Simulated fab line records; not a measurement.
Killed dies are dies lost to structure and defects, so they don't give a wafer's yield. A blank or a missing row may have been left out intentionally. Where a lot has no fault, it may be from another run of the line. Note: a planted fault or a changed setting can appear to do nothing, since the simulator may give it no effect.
Which of the tools did it? -- flow gf180mcu -- 14 lots, 37 wafers sampled, at 5 steps of a route of 602

== WHAT THE GAUGES SHOWED, per wafer ==
GF_STI_BOW_MEAS_00. Usual: INCOMING_BOW gives 0 um (standard deviation 7).
lot,measured,on,INCOMING_BOW (um),flag
L203,day 1 10:04,filmMetro-04,0 -2 -2,
L204,day 1 15:00,filmMetro-02,15 -6 9,
L205,day 1 20:01,filmMetro-01,-2 6 -12,
L207,day 2 06:05,filmMetro-01,6 1,
L209,day 2 16:00,filmMetro-02,0 8 0,
L210,day 2 21:00,filmMetro-02,-3 15 4,
L212,day 3 07:00,filmMetro-04,-3 8 -3,
L213,day 3 12:01,filmMetro-04,-8 3 -14,
L214,day 3 17:04,filmMetro-01,-2 1,
L215,day 3 22:01,filmMetro-01,-2 -2 9,
L217,day 4 08:00,filmMetro-04,-1 2 4,
L219,day 4 18:00,filmMetro-04,0 -6 0,
L223,day 5 14:01,filmMetro-04,8 0,
L225,day 6 00:01,filmMetro-02,2,

GF_STI_THK_MEAS_02. Usual: STI_OXIDATION_THK gives 10.04 nm (standard deviation 0.17).
lot,measured,on,STI_OXIDATION_THK (nm),flag
L203,day 1 12:32,filmMetro-04,9.78 9.93 9.96,
L204,day 1 16:31,filmMetro-04,10.03 10.09 10.06,
L205,day 1 21:31,filmMetro-02,9.99 10.10 9.93,
L207,day 2 07:58,filmMetro-02,10.17 10.30,
L209,day 2 17:31,filmMetro-01,9.86 9.93 9.91,
L210,day 2 22:47,filmMetro-02,10.25 10.20 10.37,
L212,day 3 09:46,filmMetro-04,9.95 10.01 9.96,
L213,day 3 14:27,filmMetro-04,10.16 9.93 10.11,
L214,day 3 18:34,filmMetro-04,10.07 10.18,
L215,day 4 00:39,filmMetro-04,10.26 10.40 10.21,
L217,day 4 11:11,filmMetro-04,10.11 10.09 9.98,
L219,day 4 19:40,filmMetro-01,9.93 9.80 9.89,
L223,day 5 16:49,filmMetro-04,10.25 10.09,
L225,day 6 01:31,filmMetro-02,9.94,

GF_STI_CD_MEAS_12 targets a cd of 220 nm. Usual: 220.4 nm for cdNm, sd 1.2.
lot,measured,on,cdNm (nm),flag
L203,day 2 02:14,cdSem-01,222.4 221.9 222.7,
L204,day 2 06:34,cdSem-02,220.7 220.3 220.7,
L205,day 2 10:47,cdSem-02,220.3 219.5 220.2,
L207,day 2 22:09,cdSem-02,221.9 221.4,
L209,day 3 08:20,cdSem-02,219.4 219.6 219.0,
L210,day 3 13:37,cdSem-01,219.4 219.7 219.7,
L212,day 4 01:04,cdSem-01,219.4 220.0 218.5,
L213,day 4 05:56,cdSem-02,220.5 220.8 220.8,
L214,day 4 10:35,cdSem-01,220.8 220.8,
L215,day 4 15:50,cdSem-02,222.9 222.2 222.9,
L217,day 5 01:47,cdSem-01,221.9 220.1 221.6,
L219,day 5 11:11,cdSem-01,223.0 224.1 223.1,
L223,day 6 09:05,cdSem-02,220.3 219.2,
L225,day 6 18:20,cdSem-01,220.6,

GF_VT_IMPLANT_RS_MEAS_49: the measuring method here is four-point-probe. Usual: MVPSD_RS gives 1167.9 ohm/sq (standard deviation 2.6).
lot,measured,on,MVPSD_RS (ohm/sq),flag
L203,day 7 14:15,filmMetro-03,1165.1 1165.5 1163.8,
L204,day 7 19:35,filmMetro-04,1170.5 1172.1 1172.9,
L205,day 7 23:52,filmMetro-04,1163.9 1164.6 1165.8,
L207,day 8 14:31,filmMetro-03,1165.2 1165.1,
L209,day 9 05:50,filmMetro-01,1165.4 1168.5 1165.6,
L210,day 9 10:32,filmMetro-01,1170.1 1171.1 1167.7,
L212,day 10 03:11,filmMetro-01,1167.8 1169.2 1170.0,
L213,day 10 17:01,filmMetro-01,1165.2 1168.8 1164.3,
L214,day 11 04:29,filmMetro-03,1168.3 1169.3,
L215,day 11 07:34,filmMetro-03,1165.4 1170.4 1166.1,
L217,day 11 11:34,filmMetro-03,1167.8 1168.3 1171.5,
L219,day 11 23:38,filmMetro-01,1167.9 1165.8 1164.6,
L223,day 13 02:37,filmMetro-01,1129.6 1170.3,OFF
L225,day 13 15:04,filmMetro-03,1127.4,OFF

== EACH LOT AND THE TOOL THAT RAN IT (in order: tool; ch and the chambers of the sampled wafers; start) ==
lot,GF_MVPSD_IMPLANT_08
L203,"implanter-02 ch 0, day 5 01:11"
L204,"implanter-04 ch 0, day 5 05:40"
L205,"implanter-03 ch 0, day 5 10:17"
L207,"implanter-04 ch 0, day 5 23:04"
L209,"implanter-03 ch 0, day 6 12:18"
L210,"implanter-03 ch 0, day 6 17:00"
L212,"implanter-02 ch 0, day 7 06:45"
L213,"implanter-03 ch 0, day 7 19:11"
L214,"implanter-02 ch 0, day 8 04:53"
L215,"implanter-04 ch 0, day 8 09:35"
L217,"implanter-02 ch 0, day 8 12:16"
L219,"implanter-04 ch 0, day 8 21:58"
L223,"implanter-03 ch 0, day 10 00:08"
L225,"implanter-03 ch 0, day 10 11:05"
- GF_MVPSD_IMPLANT_08

== AS READ BY THE TOOLS THEMSELVES (means over the sampled wafers that have a number; for cases with no such wafer, the mark the record gives instead) ==
GF_MVPSD_IMPLANT_08. Usual: beamOnS 10.00 s, standard deviation 0.2; faradayCurrentUA 84.6, standard deviation 1.6; tiltDeg 0.001 degrees, standard deviation 0.021.
lot,tool,beamOnS (s),faradayCurrentUA,tiltDeg (degrees),flag
L203,implanter-02,10.14,83.4,0.002,
L204,implanter-04,10.08,84.0,-0.001,
L205,implanter-03,10.00,84.3,-0.018,
L207,implanter-04,9.89,85.2,0.007,
L209,implanter-03,9.88,85.4,-0.004,
L210,implanter-03,10.02,84.6,0.010,
L212,implanter-02,9.78,86.2,-0.011,
L213,implanter-03,9.93,85.1,-0.006,
L214,implanter-02,9.87,86.0,0.004,
L215,implanter-04,9.99,84.6,-0.022,
L217,implanter-02,9.97,85.0,0.018,
L219,implanter-04,9.90,85.3,0.014,
L223,implanter-03,10.66,79.5,-0.024,OFF
L225,implanter-03,11.04,76.8,0.008,OFF

== THE ANSWER, worked out from the rows above alone ==
Rule: a lot is off if the mean of its wafers that have a number lies more than 3 standard deviations from the usual mean. A lot without any number at a reading at which 4 lots or more have one is off too. Any other lot the step has rows for is counted as sound. After the gauges, taken in route order, come the tools' own readings; for these a lot's mean is taken, as printed above. The first step at which some lot is off is used, and at that step the reading that is off furthest; a lot without a number counts as furthest.
Off: L223, L225, at GF_VT_IMPLANT_RS_MEAS_49 (MVPSD_RS).
A tool fits if, at a process step before that reading, it ran every lot that is off, and no sound lot after the first of them. Not tried: the gauges at GF_VT_IMPLANT_RS_MEAS_49; whatever is off there is also off at GF_MVPSD_IMPLANT_08, on other tools, and gauge error can't account for it. One fits: GF_MVPSD_IMPLANT_08 on implanter-03. A fault onset in the window from L213 (day 7 19:11, its last sound lot) to L223 (day 10 00:08, its first lot off) fits.
The tool's own readings at GF_MVPSD_IMPLANT_08 bear it out: on the lots that are off they differ by more than 5 times the standard deviation of the sound lots' means. beamOnS reads 10.85 s there against 9.95 s on the sound lots; faradayCurrentUA reads 78.2 there against 84.9 on the sound lots.

== WHAT WAS PUT IN BY THE SIMULATOR ==
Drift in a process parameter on implanter-03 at GF_MVPSD_IMPLANT_08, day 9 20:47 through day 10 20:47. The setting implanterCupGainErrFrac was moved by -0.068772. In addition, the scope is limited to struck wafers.
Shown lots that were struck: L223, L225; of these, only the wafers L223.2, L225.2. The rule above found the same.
